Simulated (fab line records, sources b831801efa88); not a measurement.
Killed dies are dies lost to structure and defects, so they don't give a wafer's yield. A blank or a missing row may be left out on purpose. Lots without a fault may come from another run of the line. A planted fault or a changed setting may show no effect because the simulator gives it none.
fab line records | flow sky130
record lots=7 wafers=21 last_day=51
route steps=708 shown VT_ADJUST_HVTR@135 VT_ADJUST_PCH@143 PAD_OPEN@708
lots that met no fault: from a run of the same line without faults
start_h: hours from the record's first day to the start of the lot's first wafer shown | wait_h: hours since the lot's step before | " the same as in the row above | L1.1+2: a row that stands for several wafers | - no value, or no start given | * or withheld: withheld | < > ~ a bound
route shown NAME@n: a module of which the file shows steps, and the number in the route of the first | usual: mean/standard deviation of fault-free wafers | same: alike in all rows | chamber/n: place in a boat | sites: the reading at each site | _std_site: their standard deviation | _edge_site: outer sites' mean less inner sites' | radius_mm: how far each site lies from the wafer's centre | mask NAME#n: copy n | behind: the tool/chamber that last shaped the wafer | hold: why the lot was held/for how many hours/how that ended | device: the transistor (n, p or np) that didn't switch | end of line: the same wafers' tests at the end of the route | a step without rows: its recipe alone | killed: dies lost to structure and defects at the first sort, not the wafer's yield | map: a wafer's dies, x killed, . not, _ none there
set.NAME: the setting as run; set.NAME@STEP: as run at that earlier step | model.NAME: the simulator's own value behind a step, which no gauge read
lots at some steps of the route; a table a step, a row a wafer
services: from which hour (start_h, from the record's first day; less than 0 if before it) a tool's chamber was out of use, for how many hours, and why
## steps
# step SKY_VT_ADJUST_HVTR_EXPOSE_04
# recipe mask_id=HVTRM target_cd_nm=380 na=0.6 source_shape=conventional sigma_outer=0.6 dose_mj=150
# step SKY_VT_ADJUST_HVTR_PEB_05
# recipe temp_c=withheld time_s=* resist=NOVOLAK
# step SKY_VT_ADJUST_HVTR_DEVELOP_06
# recipe develop_time_s=60 dev_temp_c=23
# step SKY_VT_ADJUST_HVTR_CD_MEAS_07
# recipe target_cd_nm=380
# usual cd_nm=380.9/2.5
# columns lot.wafer tool chamber start_h wait_h cd_nm
L826.1 cd_sem-01 - 240.91 0.1 382.0
L826.2 " - " " 382.0
L826.4 " - " " 383.2
L827.2 cd_sem-02 - 258.14 0.1 382.9
L827.4 " - " " 381.0
L827.5 " - " " 384.0
L836.2 cd_sem-01 - 322.39 0.1 381.3
L836.5 " - " " 377.9
L836.6 " - " " 380.0
L837.1 cd_sem-01 - 330.51 0.1 381.2
L837.2 " - " " 381.7
L837.4 " - " " 381.6
L841.2 cd_sem-02 - 383.73 0.1 381.3
L841.4 " - " " 379.2
L841.5 " - " " 381.5
L842.2 cd_sem-02 - 396.53 0.1 379.1
L842.5 " - " " 378.4
L842.6 " - " " 377.6
L843.3 cd_sem-01 - 397.50 0.1 386.9
L843.5 " - " " 387.1
L843.6 " - " " 386.6
# step SKY_VT_ADJUST_HVTR_OVL_MEAS_08
# usual VT_ADJUST_HVTR_OVL=0.2/1.4
# columns lot.wafer tool chamber start_h wait_h VT_ADJUST_HVTR_OVL[nm]
L826.1 overlay-02 - 241.03 0.1 0.5
L826.2 " - " " -1.3
L826.4 " - " " 0.2
L827.2 overlay-01 - 258.24 0.1 2.6
L827.4 " - " " 1.4
L827.5 " - " " 0.8
L836.2 overlay-01 - 322.49 0.1 -0.7
L836.5 " - " " -0.9
L836.6 " - " " -1.2
L837.1 overlay-01 - 330.63 0.1 1.9
L837.2 " - " " 0.3
L837.4 " - " " 2.8
L841.2 overlay-01 - 383.83 0.1 -1.0
L841.4 " - " " 0.4
L841.5 " - " " -2.3
L842.2 overlay-01 - 396.63 0.1 0.5
L842.5 " - " " -0.8
L842.6 " - " " -0.5
L843.3 overlay-02 - 397.59 0.1 1.3
L843.5 " - " " -1.2
L843.6 " - " " -1.0
# step SKY_VT_ADJUST_HVTR_IMPLANT_09
# recipe species=B energy_kev=10 dose_cm2=2.062e+12 tilt_deg=withheld
# step SKY_VT_ADJUST_HVTR_STRIP_10
# recipe chemistry=O2/N2 power_w=1400 pressure_mtorr=1500 platen_temp_c=withheld o2_flow_sccm=3000 n2_flow_sccm=300 overash_fraction=0.5
# usual drypump_motor_current_A=6.0/0.42 oes_product_au=0.715/0.0045 strip_time_to_endpoint_s=14.17/0.037
# columns lot.wafer tool chamber start_h wait_h drypump_motor_current_A oes_product_au rf_hours_counter_h strip_time_to_endpoint_s
L826.1 plasma_asher-03 1 241.21 0.1 5.5 0.726 45 14.16
L826.2 " 0 " " 6.5 0.713 45 14.17
L826.4 " 0 " " 6.5 0.718 - 14.17
L827.2 plasma_asher-03 1 258.42 0.1 5.5 0.719 47 14.23
L827.4 " 0 " " 6.5 0.721 - 14.20
L827.5 " 1 " " 5.5 0.712 - 14.18
L836.2 plasma_asher-04 0 322.67 0.1 6.5 0.724 60 14.16
L836.5 " 0 " " 6.4 0.720 - 14.17
L836.6 " 1 " " 6.0 0.715 - 14.17
L837.1 plasma_asher-01 0 330.84 0.1 5.5 0.709 63 14.21
L837.2 " 1 " " 6.0 0.718 63 14.23
L837.4 " 0 " " 5.5 0.711 - 14.21
L841.2 plasma_asher-03 1 384.01 0.1 5.4 0.720 58 14.17
L841.4 " 0 " " 6.5 0.718 - 14.24
L841.5 " 0 " " 6.5 0.718 - 14.20
L842.2 plasma_asher-04 1 396.81 0.1 6.0 0.716 67 14.14
L842.5 " 0 " " 6.5 0.713 - 14.14
L842.6 " 1 " " 5.9 0.709 - 14.16
L843.3 plasma_asher-04 0 397.80 0.1 6.5 0.709 - 14.13
L843.5 " 1 " " 6.0 0.715 - 14.11
L843.6 " 0 " " 6.5 0.713 - 14.17
# step SKY_VT_ADJUST_HVTR_TW_MEAS_11
# usual VT_ADJUST_HVTR_TW=209.6/0.96
# columns lot.wafer tool chamber start_h wait_h VT_ADJUST_HVTR_TW
L826.1 film_metro-04 - 241.31 0.1 210.4
L826.2 " - " " 208.3
L826.4 " - " " 209.3
L827.2 film_metro-04 - 258.53 0.1 209.0
L827.4 " - " " 210.3
L827.5 " - " " 209.2
L836.2 film_metro-03 - 322.78 0.1 209.8
L836.5 " - " " 209.8
L836.6 " - " " 210.3
L837.1 film_metro-01 - 330.94 0.1 213.0
L837.2 " - " " 211.6
L837.4 " - " " 211.9
L841.2 film_metro-04 - 384.12 0.1 210.2
L841.4 " - " " 209.3
L841.5 " - " " 209.9
L842.2 film_metro-04 - 396.92 0.1 209.8
L842.5 " - " " 209.2
L842.6 " - " " 209.5
L843.3 film_metro-04 - 397.88 0.1 208.8
L843.5 " - " " 209.0
L843.6 " - " " 210.0
# step SKY_VT_ADJUST_PCH_DEHYDRATE_00
# recipe temp_c=200 time_s=60
# step SKY_VT_ADJUST_PCH_HMDS_01
# recipe prime_time_s=60 prime_temp_c=120
# step SKY_VT_ADJUST_PCH_COAT_02
# recipe spin_rpm=2000 resist_thk_nm=3000
# step SKY_VT_ADJUST_PCH_SOFTBAKE_03
# recipe temp_c=110 time_s=withheld
# step SKY_VT_ADJUST_PCH_EXPOSE_04
# recipe mask_id=NWM na=0.6 source_shape=conventional sigma_outer=0.6 polarization=unpolarized target_cd_nm=840 dose_mj=255
# usual exposure_dose_mJ_cm2=255.00/0.24
# columns lot.wafer tool chamber start_h wait_h mask exposure_dose_mJ_cm2
L826.1 iline_stepper-02 0 254.51 - NWM#0 254.91
L826.2 " 0 " " NWM#0 254.74
L826.4 " 0 " " NWM#0 255.13
L827.2 iline_stepper-01 0 269.93 - NWM#0 254.99
L827.4 " 0 " " NWM#0 254.46
L827.5 " 0 " " NWM#0 254.46
L836.2 iline_stepper-01 0 336.70 - NWM#0 234.74
L836.5 " 0 " " NWM#0 235.12
L836.6 " 0 " " NWM#0 235.25
L837.1 iline_stepper-01 0 344.96 - NWM#0 235.45
L837.2 " 0 " " NWM#0 235.10
L837.4 " 0 " " NWM#0 235.10
L841.2 iline_stepper-01 0 398.94 - NWM#0 234.45
L841.4 " 0 " " NWM#0 235.11
L841.5 " 0 " " NWM#0 235.52
L842.2 iline_stepper-02 0 412.10 - NWM#0 255.34
L842.5 " 0 " " NWM#0 254.58
L842.6 " 0 " " NWM#0 255.04
L843.3 iline_stepper-02 0 412.95 - NWM#0 254.70
L843.5 " 0 " " NWM#0 255.09
L843.6 " 0 " " NWM#0 254.79
# step SKY_VT_ADJUST_PCH_PEB_05
# recipe temp_c=115 time_s=withheld
# step SKY_PAD_OPEN_PROBE_99
# usual killed_at_M0_to_M3=44/6.8 killed_at_M4_up=2.9/1.9 killed_at_contacts=24/5.2 killed_at_front_end=16/4.1 killed_at_other=0.4/0.74 killed_dies=88/9.1 killed_open=48/7.2 killed_short=39/5.6
# same gross_dies=492 killed_at_back_side=0
# columns lot.wafer tool chamber start_h wait_h killed_at_M0_to_M3 killed_at_M4_up killed_at_contacts killed_at_front_end killed_at_other killed_dies killed_open killed_short
L827.2 prober-01 - 1126.93 0.1 47 1 24 23 0 95 55 40
L827.4 prober-01 - 1127.03 0.2 44 0 21 18 0 83 48 35
L827.5 prober-01 - 1127.08 0.2 42 0 34 19 0 95 58 36
L837.1 prober-01 - 1169.81 0.1 49 0 25 15 0 89 53 36
L837.2 prober-01 - 1169.86 0.1 38 4 27 17 0 86 46 40
L837.4 prober-01 - 1169.96 0.2 59 2 23 11 1 96 48 48
L842.2 prober-02 - 1217.52 0.1 40 5 23 18 3 89 47 42
L842.5 prober-02 - 1217.67 0.2 37 3 30 19 0 89 46 43
L842.6 prober-02 - 1217.72 0.2 47 5 34 16 0 102 67 35
# killed by level:class
L827.2 VIA1:geometric_particle:open=16 CONTACT:geometric_particle:open=13 VIA1:geometric_particle:short=8 POLY_GATE:geometric_particle:short=7 LI_CONTACT:geometric_particle:open=5 POLY_GATE:geometric_particle:open=5 FIELD_ISO:geometric_particle:open=4 METAL2:geometric_particle:short=4
L827.4 VIA1:geometric_particle:open=12 CONTACT:geometric_particle:open=7 VIA2:geometric_particle:open=7 VIA3:geometric_particle:open=7 POLY_GATE:geometric_particle:short=5 LI_CONTACT:geometric_particle:open=5 LOCAL_INTERCONNECT:geometric_particle:short=5 FIELD_ISO:geometric_particle:open=4
L827.5 CONTACT:geometric_particle:open=12 LI_CONTACT:geometric_particle:open=11 VIA1:geometric_particle:open=10 CONTACT:geometric_particle:short=7 VIA3:geometric_particle:open=7 FIELD_ISO:geometric_particle:short=6 POLY_GATE:geometric_particle:open=5 VIA2:geometric_particle:open=5
L837.1 CONTACT:geometric_particle:open=12 VIA1:geometric_particle:open=11 LI_CONTACT:geometric_particle:open=9 VIA3:geometric_particle:short=9 VIA2:geometric_particle:open=7 VIA3:geometric_particle:open=6 FIELD_ISO:geometric_particle:short=5 METAL1:geometric_particle:short=5
L837.2 CONTACT:geometric_particle:open=13 METAL1:geometric_particle:short=11 LI_CONTACT:geometric_particle:open=8 FIELD_ISO:geometric_particle:open=5 METAL2:geometric_particle:short=5 VIA2:geometric_particle:open=5 POLY_GATE:geometric_particle:open=4 VIA3:geometric_particle:open=4
L837.4 VIA1:geometric_particle:open=11 METAL1:geometric_particle:short=10 CONTACT:geometric_particle:open=9 METAL2:geometric_particle:short=9 VIA2:geometric_particle:open=8 LI_CONTACT:geometric_particle:open=7 VIA3:geometric_particle:open=6 FIELD_ISO:geometric_particle:short=5
L842.2 VIA1:geometric_particle:open=11 LI_CONTACT:geometric_particle:open=9 CONTACT:geometric_particle:open=8 METAL2:geometric_particle:short=7 VIA2:geometric_particle:open=6 FIELD_ISO:geometric_particle:short=4 FIELD_ISO:geometric_particle:open=4 POLY_GATE:geometric_particle:short=4
L842.5 LOCAL_INTERCONNECT:geometric_particle:short=8 CONTACT:geometric_particle:open=8 METAL2:geometric_particle:short=7 VIA1:geometric_particle:open=7 POLY_GATE:geometric_particle:open=6 POLY_GATE:geometric_particle:short=6 VIA2:geometric_particle:open=6 LI_CONTACT:geometric_particle:open=5
L842.6 CONTACT:geometric_particle:open=18 VIA1:geometric_particle:open=10 LI_CONTACT:geometric_particle:open=9 VIA3:geometric_particle:open=7 CONTACT:geometric_particle:short=6 METAL2:geometric_particle:short=6 VIA2:geometric_particle:open=6 FIELD_ISO:geometric_particle:open=5
## services
# columns tool chamber start_h hours kind
plasma_asher-04 - 229.68 6.0 repair
plasma_asher-04 - 250.60 13.1 repair
plasma_asher-03 - 287.53 2.8 pm
iline_stepper-02 - 289.66 1.7 pm
plasma_asher-04 - 296.92 14.6 pm
plasma_asher-03 - 299.26 14.6 pm
iline_stepper-02 0 314.90 - calibration
iline_stepper-01 0 348.37 - calibration
iline_stepper-02 - 348.80 1.1 repair
iline_stepper-02 - 380.51 1.7 repair
plasma_asher-04 - 405.42 1.8 repair
## key
first_sign step=SKY_VT_ADJUST_PCH_EXPOSE_04 reading=exposure_dose_mJ_cm2 direction=down sigmas=82 usual=* struck=*
effect none on later readings
met_at SKY_VT_ADJUST_PCH_EXPOSE_04
struck_wafers L836.2,L836.5,L836.6,L837.1,L837.2,L837.4,L841.2,L841.4,L841.5
tester_left_out L836,L837,L841
onset_between 269.93 336.70
fault kind=process_parameter_drift tool=iline_stepper-01 chamber=- onset_h=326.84 steps=SKY_VT_ADJUST_PCH_EXPOSE_04 channel=dose_mj offset=-19.948 shape=step acts_in=these_recipes_only stated=255
# tester_left_out: of these lots the tester's yield and bins aren't shown, on N5 and GAA mostly nor the transistor test; their killed dies are dies lost to structure and defects alone, not to doping, threshold or leakage, so they don't give the yield
